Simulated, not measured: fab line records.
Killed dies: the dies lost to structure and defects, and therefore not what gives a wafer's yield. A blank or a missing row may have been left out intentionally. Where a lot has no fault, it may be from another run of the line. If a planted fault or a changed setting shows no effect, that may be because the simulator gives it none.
2 desks, one fault    flow sky130    numbers are kept per desk, each desk with only its own; the story behind them comes last

== TOOL OWNER'S DESK, cvd_w-01 ==
The tool's own readings at SKY_LI_CONTACT_CVD_21 (deposits W, target thk 400 nm, time 120.56 s): means of the sampled wafers that have a number, for each lot that ran on this tool. Any lot whose mean is over 4 standard deviations away from the usual mean is out of limits and marked OUT; that distance is given in the brackets.
Columns: A = heater_power_w at SKY_LI_CONTACT_CVD_21, usual 824 W; B = susceptor_temp_C at SKY_LI_CONTACT_CVD_21, usual 400.06 C
lot   first seen here  A    B
L715  day 29 07:36     807  399.91
L723  day 32 07:51     814  399.81
L725  day 32 15:13     804  398.04 (-9.2) OUT
L726  day 32 18:43     795  397.97 (-9.5) OUT
L727  day 33 04:36     794  397.79 (-10) OUT
L728  day 33 12:54     802  397.83 (-10) OUT
L736  day 35 20:39     824  399.90
L738  day 36 09:50     818  400.07
This desk's verdict: out of limits on L725, L726, L727, L728, starting with L725 at day 32 15:13 (susceptor_temp_C at SKY_LI_CONTACT_CVD_21). L715, L723, L736, L738: within limits.

== THE METROLOGY DESK ==
Means of the sampled wafers that have a number, per lot and without regard to the tool the lot ran on: this is what the gauges read. Any lot whose mean is over 4 standard deviations away from the usual mean is out of limits and marked OUT; that distance is given in the brackets.
Columns: A = SD_N_OVL at SKY_SD_N_OVL_MEAS_08, usual 0.8 nm; B = LI_CONTACT_W_RS at SKY_LI_CONTACT_RS_MEAS_22, usual 0.2835 ohm/sq; C = LI_CONTACT_W_THK at SKY_LI_CONTACT_THK_MEAS_23, usual 398 nm
lot   first seen here  A     B                  C
L715  day 28 01:05     0.9   0.2796             404
L717  day 28 21:35     1.7   0.2875             399
L719  day 29 01:18     -1.4  0.2812             401
L723  day 31 02:10     2.1   0.2832             407
L725  day 31 08:42     -0.4  0.2967 (+4.9) OUT  375
L726  day 31 13:15     1.5   0.2917             379
L727  day 31 22:50     -2.0  0.2945 (+4.1) OUT  379
L728  day 32 07:57     0.4   0.2977 (+5.2) OUT  385
L731  day 33 02:06     1.3   0.2836             395
L736  day 34 16:11     0.1   0.2849             400
L738  day 35 06:08     0.6   0.2851             394
Per this desk, out of limits: L725, L727, L728; the first was L725, day 32 15:21 (LI_CONTACT_W_RS at SKY_LI_CONTACT_RS_MEAS_22). L715, L717, L719, L723, L726, L731, L736, L738: within limits.

== PUT TOGETHER ==
The tool owner's desk could have raised an alarm at day 32 15:13, on L725, L726, L727, L728.
Metrology desk: alarm possible at day 32 15:21 on L725, L727, L728.
The metrology desk holds a record of L726, inside its limits.
Every lot named ran SKY_LI_CONTACT_CVD_21 on cvd_w-01.

== WHAT THE SIMULATOR HAD PUT IN ==
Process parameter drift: cvd_w-01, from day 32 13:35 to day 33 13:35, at SKY_LI_CONTACT_CVD_21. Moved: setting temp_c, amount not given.
Shown lots that were struck: L725, L726, L727, L728.
Hours from the fault's start to each desk's first reading out of limits: the tool owner's desk, 2; the metrology desk, 2.
